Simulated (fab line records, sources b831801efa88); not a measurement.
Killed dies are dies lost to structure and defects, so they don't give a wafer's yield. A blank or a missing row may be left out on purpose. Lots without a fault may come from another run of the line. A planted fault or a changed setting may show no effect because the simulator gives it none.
fab line records | flow sky130
record lots=4 wafers=12 last_day=49
route steps=708 shown LDD_LDN@294 SPACER@304 POLY_CUT@307 SD_P@320 RES_XHIGH@332 LOCAL_INTERCONNECT@400 PAD_OPEN@708
lots that met no fault: from a run of the same line without faults
start_h: hours from the record's first day to the start of the lot's first wafer shown | wait_h: hours since the lot's step before | " the same as in the row above | L1.1+2: a row that stands for several wafers | - no value, or no start given | * or withheld: withheld | < > ~ a bound
route shown NAME@n: a module of which the file shows steps, and the number in the route of the first | usual: mean/standard deviation of fault-free wafers | same: alike in all rows | chamber/n: place in a boat | sites: the reading at each site | _std_site: their standard deviation | _edge_site: outer sites' mean less inner sites' | radius_mm: how far each site lies from the wafer's centre | mask NAME#n: copy n | behind: the tool/chamber that last shaped the wafer | hold: why the lot was held/for how many hours/how that ended | device: the transistor (n, p or np) that didn't switch | end of line: the same wafers' tests at the end of the route | a step without rows: its recipe alone | killed: dies lost to structure and defects at the first sort, not the wafer's yield | map: a wafer's dies, x killed, . not, _ none there
set.NAME: the setting as run; set.NAME@STEP: as run at that earlier step | model.NAME: the simulator's own value behind a step, which no gauge read
lots at some steps of the route; a table a step, a row a wafer
services: from which hour (start_h, from the record's first day; less than 0 if before it) a tool's chamber was out of use, for how many hours, and why
## steps
# step SKY_LDD_LDN_PEB_05
# recipe temp_c=withheld time_s=* resist=NOVOLAK
# step SKY_LDD_LDN_DEVELOP_06
# recipe resist=NOVOLAK developer=TMAH develop_time_s=60 dev_temp_c=23
# step SKY_LDD_LDN_IMPLANT_08
# recipe species=As energy_kev=15 dose_cm2=1.25e+13 tilt_deg=withheld rotation_deg=23
# step SKY_LDD_LDN_IMPLANT_09
# recipe species=As energy_kev=15 dose_cm2=1.25e+13 tilt_deg=withheld rotation_deg=113
# step SKY_LDD_LDN_IMPLANT_10
# recipe species=As energy_kev=15 dose_cm2=1.226e+13 tilt_deg=withheld rotation_deg=203
# step SKY_LDD_LDN_IMPLANT_11
# recipe species=As energy_kev=15 dose_cm2=1.25e+13 tilt_deg=withheld rotation_deg=293
# step SKY_LDD_LDN_STRIP_12
# recipe chemistry=O2/N2 power_w=1400 pressure_mtorr=1500 platen_temp_c=withheld o2_flow_sccm=3000 n2_flow_sccm=300 overash_fraction=0.5
# step SKY_LDD_LDN_CLEAN_14
# recipe chemistry=SC1/SC2 mix=1:4:20 temp_c=70 time_s=150 dry=n2_spin
# step SKY_SPACER_CVD_00
# recipe material=Si3N4 precursor=DCS/NH3 target_thk_nm=43.1 temp_c=770 time_s=740 pressure_mtorr=250
# step SKY_SPACER_ETCHBACK_02
# recipe chemistry=CH3F/O2 target=Si3N4 stop_on=SiO2 source_w=400 bias_w=80 pressure_mtorr=25 ch3f_flow_sccm=40 O2_flow_sccm=30 time_s=46.7 target_depth_a=450
# usual bias_w=79.97/0.24 drypump_motor_current_A=5.3/0.39 oes_product_au=0.859/0.0073 throttle_valve_pct=10.563/0.0089
# columns lot.wafer tool chamber start_h wait_h bias_w drypump_motor_current_A oes_product_au rf_hours_counter_h throttle_valve_pct model.SiO2_of_SONOS_ONO_CVD_04.thk_nm
L787.3 rie_diel-03 3 602.98 0.0 79.86 5.8 0.858 63 10.565 4.203
L787.4 " 2 " " 79.85 5.3 0.851 9 10.570 4.158
L787.6 " 0 " " 79.82 5.5 0.853 - 10.556 4.213
L790.1 rie_diel-01 3 619.22 0.1 79.57 5.8 0.855 1 10.558 4.162
L790.4 " 1 " " 79.90 5.2 0.851 0 10.559 4.248
L790.5 " 2 " " 80.26 4.7 0.851 - 10.572 4.322
L791.1 rie_diel-03 3 644.76 0.1 79.48 5.9 0.857 63 10.555 4.275
L791.3 " 0 " " 79.91 5.5 0.869 31 10.551 2.124
L791.5 " 2 " " 80.17 5.3 0.851 - 10.557 4.246
L793.4 rie_diel-03 0 664.68 0.0 79.87 5.5 0.863 - 10.565 2.309
L793.5 " 1 " " 80.46 4.7 0.857 - 10.559 4.244
L793.6 " 2 " " 79.74 5.3 0.860 - 10.562 4.217
# step SKY_POLY_CUT_DEHYDRATE_00
# recipe temp_c=200 time_s=60
# step SKY_POLY_CUT_HMDS_01
# recipe prime_time_s=60 prime_temp_c=120
# step SKY_POLY_CUT_COAT_02
# recipe resist=BARC temp_c=withheld time_s=withheld spin_rpm=3000 resist_thk_nm=60
# step SKY_POLY_CUT_COAT_03
# recipe resist=KrF-thick spin_rpm=3000 resist_thk_nm=450
# step SKY_POLY_CUT_SOFTBAKE_04
# recipe temp_c=100 time_s=90 resist=KrF-thick
# step SKY_POLY_CUT_EXPOSE_05
# recipe mask_id=NPCM na=0.8 source_shape=annular sigma_inner=0.55 sigma_outer=0.85 target_cd_nm=270 dose_mj=32
# step SKY_POLY_CUT_PEB_06
# recipe peb_temp_c=withheld peb_time_s=withheld resist=KrF-thick
# step SKY_POLY_CUT_DEVELOP_07
# recipe develop_time_s=60 resist=KrF-thick dev_temp_c=21
# step SKY_POLY_CUT_ETCH_10
# recipe chemistry=N2/H2 target=BARC ion_energy_ev=200 source_w=500 bias_w=100 pressure_mtorr=30 n2_flow_sccm=100 h2_flow_sccm=200 stop_on=SiO2 time_s=45.9 target_depth_a=600
# step SKY_POLY_CUT_ETCH_11
# recipe target=Si3N4 chemistry=CF4/CH2F2/Ar stop_on=poly-Si source_w=600 bias_w=150 pressure_mtorr=40 cf4_flow_sccm=40 ch2f2_flow_sccm=20 Ar_flow_sccm=150 time_s=41.59 target_depth_a=600
# usual bias_w=150.0/0.42 drypump_motor_current_A=5.4/0.38 oes_product_au=0.846/0.0056 throttle_valve_pct=14.996/0.009
# columns lot.wafer tool chamber start_h wait_h bias_w drypump_motor_current_A oes_product_au rf_hours_counter_h throttle_valve_pct model.POLY_CUT.feature_depth_nm model.etch.depth_nm
L787.3 rie_diel-03 1 631.80 0.0 149.8 4.6 0.846 8 14.996 62.7 62.7
L787.4 " 0 " " 149.6 5.5 0.840 30 14.984 63 63
L787.6 " 1 " " 149.6 4.6 0.849 - 15.003 63.11 63.11
L790.1 rie_diel-03 1 648.34 0.0 149.9 4.7 0.835 8 14.998 61.88 61.88
L790.4 " 3 " " 150.0 5.9 0.839 63 15.013 62.17 62.17
L790.5 " 3 " " 150.0 5.8 0.839 - 14.996 62.12 62.12
L791.1 rie_diel-01 3 673.20 0.0 149.7 5.8 0.840 2 14.998 63.5 63.5
L791.3 " 0 " " 149.8 5.8 0.814 8 14.998 57.82 57.82
L791.5 " 3 " " 149.7 5.8 0.842 - 15.002 63.65 63.65
L793.4 rie_diel-01 1 692.39 0.0 150.0 5.3 0.804 2 14.986 56.66 56.66
L793.5 " 0 " " 150.3 5.7 0.851 - 14.992 62.45 62.45
L793.6 " 3 " " 150.3 5.8 0.855 - 14.980 62.74 62.74
# step SKY_POLY_CUT_STRIP_12
# recipe chemistry=O2/N2 power_w=1400 pressure_mtorr=1500 platen_temp_c=withheld o2_flow_sccm=3000 n2_flow_sccm=300 overash_fraction=0.5
# step SKY_SD_P_DEHYDRATE_00
# recipe temp_c=200 time_s=60
# step SKY_SD_P_HMDS_01
# recipe prime_time_s=60 prime_temp_c=120
# step SKY_SD_P_COAT_02
# recipe resist=NOVOLAK spin_rpm=3000 resist_thk_nm=1140
# step SKY_SD_P_SOFTBAKE_03
# recipe temp_c=90 time_s=60 resist=NOVOLAK
# step SKY_SD_P_EXPOSE_04
# recipe mask_id=PSDM na=0.6 source_shape=conventional sigma_outer=0.6 polarization=unpolarized target_cd_nm=380 dose_mj=138
# step SKY_SD_P_PEB_05
# recipe temp_c=withheld time_s=* resist=NOVOLAK
# step SKY_SD_P_DEVELOP_06
# recipe resist=NOVOLAK developer=TMAH develop_time_s=60 dev_temp_c=23
# step SKY_SD_P_IMPLANT_09
# recipe species=BF2 energy_kev=19.72 dose_cm2=3e+15 tilt_deg=0
# step SKY_SD_P_STRIP_10
# recipe chemistry=O2/N2 power_w=1400 pressure_mtorr=1500 platen_temp_c=withheld o2_flow_sccm=3000 n2_flow_sccm=300 overash_fraction=0.5
# step SKY_RES_XHIGH_DEHYDRATE_00
# recipe temp_c=200 time_s=60
# step SKY_RES_XHIGH_HMDS_01
# recipe prime_time_s=60 prime_temp_c=120
# step SKY_RES_XHIGH_COAT_02
# recipe resist=NOVOLAK spin_rpm=3000 resist_thk_nm=1140
# step SKY_RES_XHIGH_SOFTBAKE_03
# recipe temp_c=90 time_s=60 resist=NOVOLAK
# step SKY_LOCAL_INTERCONNECT_ETCH_13
# recipe chemistry=N2/H2 target=BARC ion_energy_ev=200 bias_w=100 pressure_mtorr=30 n2_flow_sccm=100 h2_flow_sccm=200 icp_w=500 stop_on=SiO2 time_s=47.1 target_depth_a=600
# usual drypump_motor_current_A=5.86/0.21 he_backside_leak_sccm=3.34/0.18 oes_product_au=0.850/0.0049 throttle_valve_pct=13.223/0.0093
# columns lot.wafer tool chamber start_h wait_h drypump_motor_current_A he_backside_leak_sccm oes_product_au rf_hours_counter_h throttle_valve_pct model.SiO2_of_SONOS_ONO_CVD_04.thk_nm
L787.3 rie_metal-01 1 776.24 0.0 5.45 3.11 0.854 - 13.228 4.152
L787.4 " 0 " " 5.99 3.40 0.842 - 13.229 4.106
L787.6 " 0 " " 5.99 3.44 0.854 - 13.239 4.162
L790.1 rie_metal-02 0 790.70 0.0 5.93 3.32 0.857 14 13.222 4.111
L790.4 " 0 " " 5.91 3.38 0.856 - 13.221 4.196
L790.5 " 0 " " 5.96 3.26 0.855 - 13.229 4.271
L791.1 rie_metal-01 0 814.40 0.0 6.00 3.32 0.846 8 13.200 4.223
L791.3 " 0 " " 6.01 3.43 0.853 - 13.226 2.071
L791.5 " 1 " " 5.45 3.14 0.851 - 13.222 4.194
L793.4 rie_metal-01 0 832.10 0.0 6.00 3.57 0.850 - 13.223 2.255
L793.5 " 1 " " 5.46 3.14 0.849 - 13.216 4.192
L793.6 " 0 " " 6.00 3.74 0.849 - 13.223 4.164
# step SKY_PAD_OPEN_PROBE_99
# usual killed_at_M0_to_M3=45/7.5 killed_at_M4_up=2.8/1.9 killed_at_contacts=25/5.5 killed_at_front_end=14/4 killed_at_other=0.3/0.75 killed_dies=87/9.4 killed_open=47/6.6 killed_short=39/6.6
# same gross_dies=492 killed_at_back_side=0
# columns lot.wafer tool chamber start_h wait_h killed_at_M0_to_M3 killed_at_M4_up killed_at_contacts killed_at_front_end killed_at_other killed_dies killed_open killed_short model.etest.pfet_01v8.r_on_ohm_um model.etest.res_pdiff.line_ohm_um model.etest.res_ndiff.line_ohm_um model.etest.sonos_uncharged.r_on_ohm_um model.etest.pfet_01v8.drive_ua_um model.etest.res_pdiff.rs_ohm_sq model.etest.pfet_01v8_hvt.drive_ua_um model.etest.sram_pfet_latch.drive_ua_um
L787.3 prober-02 - 1133.53 0.2 44 6 25 15 0 90 47 43 3019 1390 771.5 810.4 182.7 200.1 136.6 133.8
L787.4 prober-02 - 1133.58 0.2 47 3 23 19 1 93 48 45 3026 1373 765.2 819.1 183.9 198.6 136.3 132.8
L787.6 prober-02 - 1133.68 0.2 43 1 23 15 0 82 48 34 3058 1383 776.1 832.8 179.3 198.9 134.1 131.2
L790.1 prober-01 - 1142.26 0.1 42 8 34 14 0 98 48 50 2990 1411 798.9 829 186.1 195.5 137.4 127
L790.4 prober-01 - 1142.41 0.2 50 1 17 13 0 81 49 32 2956 1414 794.1 822.1 190.9 195.2 142.8 139.8
L790.5 prober-01 - 1142.46 0.2 48 4 22 13 0 87 50 37 2922 1390 773.5 813.1 189.6 195.4 142.3 139.4
L791.1 prober-02 - 1160.32 0.1 60 3 23 12 1 99 62 37 2921 1360 752.2 823 189.8 196.5 143.7 140.4
L791.3 prober-02 - 1160.42 0.2 39 3 26 13 1 82 45 37 2601 1226 704.9 766.4 224.2 178.8 166.2 163.1
L791.5 prober-02 - 1160.52 0.2 69 1 15 11 0 96 58 38 2801 1327 751.2 799.8 199.2 198 148.8 154.8
L793.4 prober-01 - 1171.38 0.2 51 1 23 10 2 87 54 33 2677 1293 731.2 786.7 213.4 178.9 159.8 158.7
L793.5 prober-01 - 1171.43 0.2 48 2 24 13 0 87 40 47 2790 1400 756.6 790.5 200.7 198.6 150.1 147.2
L793.6 prober-01 - 1171.48 0.2 49 1 36 13 0 99 49 50 2948 1376 757 813.6 187.9 198.9 140.1 135.6
# killed by level:class
L787.3 VIA1:geometric_particle:open=13 CONTACT:geometric_particle:open=10 VIA3:geometric_particle:open=9 CONTACT:geometric_particle:short=6 LOCAL_INTERCONNECT:geometric_particle:short=5 METAL2:geometric_particle:short=5 METAL1:geometric_particle:short=4 VIA1:geometric_particle:short=4
L787.4 VIA1:geometric_particle:open=10 LI_CONTACT:geometric_particle:open=9 METAL1:geometric_particle:short=9 POLY_GATE:geometric_particle:short=7 CONTACT:geometric_particle:open=6 VIA3:geometric_particle:open=6 METAL2:geometric_particle:short=6 VIA2:geometric_particle:open=5
L787.6 VIA1:geometric_particle:open=10 CONTACT:geometric_particle:open=8 LI_CONTACT:geometric_particle:open=7 VIA2:geometric_particle:open=7 METAL2:geometric_particle:short=7 VIA1:geometric_particle:short=6 POLY_GATE:geometric_particle:open=5 FIELD_ISO:geometric_particle:open=4
L790.1 CONTACT:geometric_particle:open=15 VIA1:geometric_particle:open=9 CONTACT:geometric_particle:short=8 VIA3:geometric_particle:open=7 LOCAL_INTERCONNECT:geometric_particle:short=6 METAL4:geometric_particle:short=6 FIELD_ISO:geometric_particle:short=5 METAL1:geometric_particle:short=5
L790.4 VIA1:geometric_particle:open=12 VIA3:geometric_particle:open=11 CONTACT:geometric_particle:open=8 VIA1:geometric_particle:short=7 METAL1:geometric_particle:short=6 POLY_GATE:geometric_particle:open=4 LI_CONTACT:geometric_particle:open=4 CONTACT:geometric_particle:short=4
L790.5 VIA2:geometric_particle:open=10 CONTACT:geometric_particle:open=9 VIA1:geometric_particle:open=9 VIA1:geometric_particle:short=6 VIA3:geometric_particle:short=6 VIA3:geometric_particle:open=6 CONTACT:geometric_particle:short=5 POLY_GATE:geometric_particle:open=4
L791.1 VIA1:geometric_particle:open=16 VIA3:geometric_particle:open=13 VIA2:geometric_particle:open=8 LI_CONTACT:geometric_particle:open=7 CONTACT:geometric_particle:open=6 POLY_GATE:geometric_particle:short=5 VIA2:geometric_particle:short=5 LOCAL_INTERCONNECT:geometric_particle:short=4
L791.3 VIA2:geometric_particle:open=9 CONTACT:geometric_particle:open=9 LI_CONTACT:geometric_particle:open=6 METAL1:geometric_particle:short=6 CONTACT:geometric_particle:short=5 VIA3:geometric_particle:open=5 METAL2:geometric_particle:short=5 VIA1:geometric_particle:open=4
L791.5 VIA1:geometric_particle:open=19 VIA2:geometric_particle:open=12 VIA3:geometric_particle:open=8 METAL2:geometric_particle:short=8 LI_CONTACT:geometric_particle:open=6 LOCAL_INTERCONNECT:geometric_particle:short=5 VIA2:geometric_particle:short=5 POLY_GATE:geometric_particle:short=4
L793.4 CONTACT:geometric_particle:open=11 VIA3:geometric_particle:open=11 VIA1:geometric_particle:open=10 VIA2:geometric_particle:open=8 LI_CONTACT:geometric_particle:open=6 VIA3:geometric_particle:short=5 METAL3:geometric_particle:short=5 METAL2:geometric_particle:short=4
L793.5 VIA1:geometric_particle:open=11 METAL1:geometric_particle:short=9 METAL2:geometric_particle:short=8 FIELD_ISO:geometric_particle:short=7 VIA2:geometric_particle:open=7 LI_CONTACT:geometric_particle:short=6 LI_CONTACT:geometric_particle:open=5 CONTACT:geometric_particle:short=5
L793.6 CONTACT:geometric_particle:open=13 VIA2:geometric_particle:open=12 METAL1:geometric_particle:short=7 VIA1:geometric_particle:open=7 LI_CONTACT:geometric_particle:open=6 LOCAL_INTERCONNECT:geometric_particle:short=6 CONTACT:geometric_particle:short=6 FIELD_ISO:geometric_particle:short=5
## services
# columns tool chamber start_h hours kind
rie_diel-03 1 595.12 3.1 repair
rie_diel-01 2 597.51 - clean
rie_diel-01 2 597.51 11.7 scheduled_down
rie_diel-01 2 597.51 11.7 vent_cycle
rie_metal-01 1 603.38 - clean
rie_metal-01 1 603.38 13.0 scheduled_down
rie_metal-01 1 603.38 13.0 vent_cycle
rie_diel-03 3 653.85 - clean
rie_diel-03 3 653.85 15.5 scheduled_down
rie_diel-03 3 653.85 15.5 vent_cycle
rie_metal-01 - 656.69 2.7 repair
rie_diel-03 2 703.24 2.7 repair
rie_metal-01 - 724.39 14.6 pm
rie_metal-01 - 742.06 2.8 pm
rie_metal-01 - 765.31 1.4 pm
rie_diel-01 - 798.95 0.7 repair
rie_metal-02 0 803.14 7.4 repair
rie_metal-02 0 810.54 - clean
rie_metal-02 0 810.54 23.7 scheduled_down
rie_diel-03 0 816.52 - clean
rie_diel-03 0 816.52 20.5 scheduled_down
rie_diel-03 0 816.52 20.5 vent_cycle
rie_metal-02 1 820.50 1.3 repair
rie_diel-01 1 821.60 13.3 repair
## key
first_sign step=SKY_POLY_CUT_ETCH_11 reading=oes_product_au direction=down sigmas=6.7 usual=0.846 struck=0.809
effect none on later readings
model_effect step=SKY_SPACER_ETCHBACK_02 value=SiO2_of_SONOS_ONO_CVD_04.thk_nm without=4.253 struck=2.216
model_effect step=SKY_POLY_CUT_ETCH_11 value=POLY_CUT.feature_depth_nm without=62.96 struck=57.24
model_effect step=SKY_LOCAL_INTERCONNECT_ETCH_13 value=SiO2_of_SONOS_ONO_CVD_04.thk_nm without=4.2 struck=2.163
model_effect step=SKY_PAD_OPEN_PROBE_99 value=etest.pfet_01v8.r_on_ohm_um without=2877 struck=2639
met_at SKY_SPACER_ETCHBACK_02
struck_wafers L791.3,L793.4
tester_left_out L791,L793
onset_between 602.98 644.76
fault kind=process_parameter_drift tool=rie_diel-03 chamber=0 onset_h=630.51 steps=SKY_SPACER_ETCHBACK_02 channel=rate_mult offset=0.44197 shape=step end_h=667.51
# tester_left_out: of these lots the tester's yield and bins aren't shown, on N5 and GAA mostly nor the transistor test; their killed dies are dies lost to structure and defects alone, not to doping, threshold or leakage, so they don't give the yield
